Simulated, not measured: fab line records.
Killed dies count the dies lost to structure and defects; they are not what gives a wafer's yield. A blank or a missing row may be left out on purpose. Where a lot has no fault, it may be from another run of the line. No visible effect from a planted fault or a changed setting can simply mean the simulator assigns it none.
Which of the tools did it? + flow sky130 + 33 wafers sampled from 11 lots at 1 step of a route of 708

## WHAT THE GAUGES READ, wafer by wafer
SKY_VIA3_BOW_MEAS_03.
| lot  | measured     | on            | VIA3_BOW (um) |
|------|--------------|---------------|---------------|
| L408 | day 39 02:44 | film metro-03 | 83 83 88      |
| L411 | day 39 18:52 | film metro-03 | 74 77 78      |
| L412 | day 40 01:50 | film metro-03 | 89 84 77      |
| L414 | day 41 03:46 | film metro-01 | 74 69 74      |
| L415 | day 41 07:32 | film metro-02 | 78 82 71      |
| L417 | day 41 15:35 | film metro-03 | 89 83 71      |
| L418 | day 42 03:53 | film metro-01 | 73 66 85      |
| L425 | day 44 06:33 | film metro-02 | 73 78 68      |
| L429 | day 44 23:52 | film metro-01 | 83 83 80      |
| L430 | day 45 11:25 | film metro-01 | 89 89 79      |
| L431 | day 45 13:49 | film metro-02 | 84 87 82      |

## TOOL THAT RAN EACH LOT (tool first, then ch and the chambers of the sampled wafers, then the start)
No process step before these readings appears in the record.

## THE ANSWER, worked out from the rows above alone
Rule: the lots themselves supply what counts as usual. Put in order of their means at a reading, lots are off if they are a third of the lots or fewer, leave a main group of 4 or more, and stand apart from it by a gap of 3 or more times the standard deviation of the main group's means; of several such gaps the widest counts. A main group is skipped when, at the precision printed for the reading in the tables above, its means are all equal. Also off: a lot with no number at a reading for which 4 or more lots have one. Any other lot the step has rows for is counted as sound.
None of the lots is off at any reading shown; this tells nothing.

## WHAT THE SIMULATOR PUT IN
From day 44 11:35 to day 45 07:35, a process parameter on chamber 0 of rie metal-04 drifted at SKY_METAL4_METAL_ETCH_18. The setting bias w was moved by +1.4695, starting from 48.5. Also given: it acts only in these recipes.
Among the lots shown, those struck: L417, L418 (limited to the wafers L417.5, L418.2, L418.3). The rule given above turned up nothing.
